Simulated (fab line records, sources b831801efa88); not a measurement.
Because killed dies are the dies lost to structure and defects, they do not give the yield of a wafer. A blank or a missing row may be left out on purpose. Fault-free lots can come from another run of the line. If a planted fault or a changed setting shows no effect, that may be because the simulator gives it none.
Which tool is to blame? -- flow sky130 -- 13 lots with 39 wafers sampled at 5 steps, on a route of 708 steps

## WHAT THE GAUGES READ, wafer by wafer
SKY_PWDE_OVL_MEAS_07.
lot,measured,on,PWDE_OVL (nm)
L770,day 3 20:36,overlay-01,1.9 1.9 1.1
L771,day 4 05:26,overlay-02,0.8 -0.3 1.2
L772,day 4 19:01,overlay-01,-1.2 0.2 -0.3
L775,day 5 03:35,overlay-02,-2.7 -1.4 -1.2
L778,day 6 00:00,overlay-02,0.9 0.5 -1.0
L782,day 6 17:59,overlay-02,0.2 1.6 1.1
L785,day 7 15:14,overlay-02,0.6 1.1 0.9
L786,day 7 21:29,overlay-02,0.6 0.3 -1.6
L787,day 8 04:27,overlay-01,1.8 1.4 0.3
L788,day 8 09:38,overlay-02,-0.4 -0.7 -0.7
L789,day 8 12:43,overlay-01,0.8 1.2 -0.1
L790,day 8 20:20,overlay-01,-2.4 -0.6 0.1
L792,day 9 05:53,overlay-02,1.3 0.0 -0.5

SKY_NWELL_TW_MEAS_26.
lot,measured,on,NWELL_2_TW
L770,day 5 08:04,film metro-04,495 497 497
L771,day 5 17:55,film metro-04,497 496 499
L772,day 6 09:39,film metro-03,485 488 484
L775,day 6 18:04,film metro-03,487 486 484
L778,day 7 14:20,film metro-03,489 490 493
L782,day 8 11:23,film metro-04,496 494 496
L785,day 9 09:14,film metro-01,797 801 796
L786,day 9 16:18,film metro-01,490 488 488
L787,day 10 00:02,film metro-04,806 806 803
L788,day 10 05:25,film metro-03,794 787 792
L789,day 10 09:18,film metro-03,487 488 488
L790,day 10 17:16,film metro-01,496 493 493
L792,day 11 03:46,film metro-04,498 495 496

SKY_NWELL_RS_MEAS_29: the measuring method here is four-point-probe.
lot,measured,on,NWELL_RS (ohm/sq)
L770,day 5 08:17,film metro-03,623.9 626.0 626.7
L771,day 5 18:08,film metro-01,623.6 621.5 622.5
L772,day 6 09:53,film metro-04,623.4 622.6 622.0
L775,day 6 18:17,film metro-01,623.3 625.1 623.4
L778,day 7 14:33,film metro-01,623.7 622.6 622.9
L782,day 8 11:36,film metro-01,623.8 624.6 626.5
L785,day 9 09:28,film metro-01,622.3 620.7 623.8
L786,day 9 16:31,film metro-03,626.2 626.5 626.3
L787,day 10 00:24,film metro-01,622.9 624.1 620.2
L788,day 10 05:41,film metro-03,628.8 628.4 628.8
L789,day 10 09:38,film metro-03,623.2 624.9 624.8
L790,day 10 17:29,film metro-04,622.2 622.7 622.8
L792,day 11 03:59,film metro-01,623.9 624.0 625.1

## WHICH TOOL RAN EACH LOT (tool, then ch and the chambers of the sampled wafers, then the start)
lot,SKY_NWELL_IMPLANT_24,SKY_NWELL_RTA_28
L770,"implanter-02 ch 0, day 5 07:49","rtp anneal-01 ch 0, day 5 08:11"
L771,"implanter-03 ch 0, day 5 17:40","rtp anneal-01 ch 0, day 5 18:02"
L772,"implanter-02 ch 0, day 6 09:27","rtp anneal-01 ch 0, day 6 09:47"
L775,"implanter-02 ch 0, day 6 17:49","rtp anneal-02 ch 0, day 6 18:11"
L778,"implanter-02 ch 0, day 7 14:05","rtp anneal-01 ch 0, day 7 14:27"
L782,"implanter-01 ch 0, day 8 11:09","rtp anneal-01 ch 0, day 8 11:30"
L785,"implanter-02 ch 0, day 9 09:01","rtp anneal-01 ch 0, day 9 09:22"
L786,"implanter-03 ch 0, day 9 16:04","rtp anneal-02 ch 0, day 9 16:25"
L787,"implanter-02 ch 0, day 9 23:48","rtp anneal-01 ch 0, day 10 00:13"
L788,"implanter-02 ch 0, day 10 05:10","rtp anneal-01 ch 0, day 10 05:35"
L789,"implanter-03 ch 0, day 10 09:05","rtp anneal-02 ch 0, day 10 09:28"
L790,"implanter-03 ch 0, day 10 17:01","rtp anneal-02 ch 0, day 10 17:23"
L792,"implanter-03 ch 0, day 11 03:31","rtp anneal-02 ch 0, day 11 03:53"
- SKY_NWELL_IMPLANT_24
- SKY_NWELL_RTA_28: time 30 s.

## WHAT THE TOOLS THEMSELVES READ (means of the sampled wafers that have a number; where no wafer has one, the mark that the record gives instead)
SKY_NWELL_IMPLANT_24.
lot,tool,dose ions cm2,end station pressure torr (Torr),faraday current uA
L770,implanter-02,9.2e+12,5.16e-06,51.5
L771,implanter-03,9.2e+12,4.75e-06,51.8
L772,implanter-02,9.2e+12,4.70e-06,52.1
L775,implanter-02,9.2e+12,5.08e-06,52.5
L778,implanter-02,9.2e+12,4.96e-06,52.6
L782,implanter-01,9.2e+12,5.22e-06,52.8
L785,implanter-02,4.3e+13,5.42e-06,241.7
L786,implanter-03,9.2e+12,5.06e-06,52.8
L787,implanter-02,4.3e+13,5.31e-06,240.1
L788,implanter-02,4.3e+13,5.20e-06,239.6
L789,implanter-03,9.2e+12,5.08e-06,52.0
L790,implanter-03,9.2e+12,4.90e-06,52.8
L792,implanter-03,9.2e+12,5.01e-06,51.9

SKY_NWELL_RTA_28.
lot,tool,lamp power pct (%),wafer_temp_C_max
L770,rtp anneal-01,25.29,1054.1
L771,rtp anneal-01,25.29,1054.8
L772,rtp anneal-01,25.29,1055.1
L775,rtp anneal-02,25.30,1054.8
L778,rtp anneal-01,25.34,1053.5
L782,rtp anneal-01,25.33,1054.9
L785,rtp anneal-01,25.28,1054.6
L786,rtp anneal-02,25.36,1055.0
L787,rtp anneal-01,25.32,1056.4
L788,rtp anneal-01,25.29,1054.4
L789,rtp anneal-02,25.37,1054.6
L790,rtp anneal-02,25.28,1054.7
L792,rtp anneal-02,25.28,1054.8

## THE ANSWER, worked out from the rows above alone
Rule: what is usual is taken from the lots themselves. The widest of any qualifying gaps counts: lots, ordered by their means at a reading, are off when they make up no more than a third of the lots, leave a main group of 4 or more, and stand apart from it by 3 or more times the standard deviation of that group's means. If all means in a main group match to the digits the tables above print for the reading, that group is not used. Also off: a lot with no number at a reading for which 4 or more lots have one. Any other lot the step has rows for is counted as sound. The gauges are gone through in route order, then the tools' own readings, and for those a lot's mean is taken as printed above. At the first step where some lot is off, the reading lying furthest off is the one used; lots without a number count as furthest.
Off: L785, L787, L788, seen at SKY_NWELL_TW_MEAS_26 (NWELL_2_TW). The main group: mean 492, standard deviation 4.4.
If a tool, at a process step before that reading, ran all the lots that are off and no sound lot after the first of them, it fits. Not tried: the gauges at SKY_NWELL_TW_MEAS_26; whatever is off there is also off at SKY_NWELL_IMPLANT_24, on other tools, and gauge error can't account for it. One fits: SKY_NWELL_IMPLANT_24 on implanter-02. A fault onset in the window from L778 (day 7 14:05, its last sound lot) to L785 (day 9 09:01, its first lot off) fits.
The tool's own readings at SKY_NWELL_IMPLANT_24 bear it out: on the lots that are off they differ by more than 5 times the standard deviation of the sound lots' means. dose ions cm2 reads 4.3e+13 there against 9.2e+12 on the sound lots; faraday current uA reads 240.5 there against 52.3 on the sound lots.

## WHAT THE SIMULATOR HAD PUT IN
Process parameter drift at SKY_NWELL_IMPLANT_24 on implanter-02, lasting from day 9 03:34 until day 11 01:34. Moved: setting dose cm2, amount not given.
Struck lots among those shown: L785, L787, L788. This agrees with what the rule above found.
